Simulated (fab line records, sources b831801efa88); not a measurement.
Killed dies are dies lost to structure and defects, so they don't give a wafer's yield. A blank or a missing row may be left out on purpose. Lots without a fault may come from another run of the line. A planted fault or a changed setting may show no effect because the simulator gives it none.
A struck lot beside a sound one | flow sky130 | 16 steps out of a route of 708
Sound: wafers L297.1, L297.2, L297.6. Struck: wafers L303.1, L303.2, L303.6. The cause comes at the end.
At each step with rows: each side's tool, then ch and its chambers, then its first start. Under that, the readings that differ: sound wafers | struck wafers | difference of the means | sigmas: that difference in standard deviations of wafers without a fault.
alike: readings whose means differ by less than 2 such deviations, and words and numbers that are the same on both sides. not compared: withheld readings, readings that some wafer has no value for, bounds like >300 that may hide the same value, and numbers for which the record gives no deviation and whose values overlap.
The two part at a step that has a row with sigmas, a row that says differs or no value, or rows on one side only. Numbers that don't overlap but have no deviation are shown without sigmas and don't part them. A reading that every wafer of one side lacks parts them only if that side has two wafers or more.

first, 3 steps without rows for these wafers: SKY_VIA2_EXPOSE_09 (exposes mask VIM2, target cd 200 nm); SKY_VIA2_PEB_10; SKY_VIA2_DEVELOP_11 (develop time 60 s).
SKY_VIA2_CD_MEAS_12: target cd 200 nm.
  sound on cd_sem-01, day 38 05:56; struck on cd_sem-02, day 39 21:53
  alike: cd_nm
SKY_VIA2_OVL_MEAS_13:
  sound on overlay-01, day 38 06:05; struck on overlay-01, day 39 22:01
  alike: VIA2_OVL
SKY_VIA2_ETCH_14: etches BARC in N2/H2, stops on SiO2, time 45.9 s, target depth 60 nm.
  sound on rie_diel-02 ch 2,3, day 38 06:07; struck on rie_diel-02 ch 1,2, day 39 22:03
  alike: chamber_pressure_mTorr, drypump_motor_current_A, oes_product_au, throttle_valve_pct
  not compared: rf_hours_counter_h
SKY_VIA2_ETCH_15: etches SiO2 in C4F8/O2/Ar, stops on TiN, target depth 546 nm, time 84 s.
  sound on rie_diel-02 ch 2,3, day 38 06:10; struck on rie_diel-02 ch 1,2, day 39 22:05
  reading               | sound             | struck            | difference | sigmas
  oes_product_au (a.u.) | 0.941 0.940 0.936 | 0.946 0.954 0.946 | +0.010     | +2
  alike: chamber_pressure_mTorr
  not compared: rf_hours_counter_h
SKY_VIA2_STRIP_16: strips in O2/N2.
  sound on plasma_asher-04 ch 0,1, day 38 06:13; struck on plasma_asher-03 ch 0,1, day 39 22:10
  alike: chamber_pressure_mTorr, drypump_motor_current_A, oes_product_au, strip_time_to_endpoint_s
  not compared: rf_hours_counter_h
then, 3 steps without rows for these wafers: SKY_VIA2_STRIP_17 (strips in post etch residue remover, time 1200 s); SKY_VIA2_CLEAN_18 (cleans in IPA, time 180 s); SKY_VIA2_CLEAN_19 (cleans in O3/DIW).
SKY_VIA2_SPUTTER_20: material TiN, target thk 20 nm, time 80 s.
  sound on pvd_sputter-02, day 38 06:49; struck on pvd_sputter-04, day 39 22:45
  alike: throttle_valve_pct
SKY_VIA2_CVD_21: deposits W, target thk 420 nm, time 126.4 s.
  sound on cvd_w-02 ch 0,1, day 38 06:52; struck on cvd_w-02 ch 0,1, day 39 22:49
  no value came back on the struck wafers for chamber_pressure_Torr (Torr), heater_power_outer_w (W), heater_power_w (W); on the sound wafers chamber_pressure_Torr (Torr) reads 39.98 39.95 39.98
  not compared: since_wet_clean_h
SKY_VIA2_RS_MEAS_22: measures by four-point-probe.
  sound on film_metro-01, day 38 07:00; struck on film_metro-01, day 39 22:56
  reading            | sound             | struck               | difference | sigmas
  VIA2_W_RS (ohm/sq) | 0.272 0.267 0.273 | 58.833 58.341 57.850 | +58.071    | +99 or more
SKY_VIA2_THK_MEAS_23: measures by xrf.
  sound on film_metro-01, day 38 07:07; struck on film_metro-01, day 39 23:04
  not compared: VIA2_W_THK
SKY_VIA2_CMP_24: polishes, stops on SiO2, t overpolish 20 s, target thk 0 nm.
  sound on cmp-01 ch 0,1, day 38 07:14; struck on cmp-01 ch 0,1,3, day 39 23:14
  reading                | sound       | struck | difference | sigmas
  time_to_endpoint_s (s) | 103 106 102 | 4 3 3  | -100       | -31
  alike: edge_zone_pressure_frac, motor_current_A

WHERE THEY PART
First at SKY_VIA2_ETCH_15; last, within this record, at SKY_VIA2_CMP_24.

WHY: what the simulator had put in
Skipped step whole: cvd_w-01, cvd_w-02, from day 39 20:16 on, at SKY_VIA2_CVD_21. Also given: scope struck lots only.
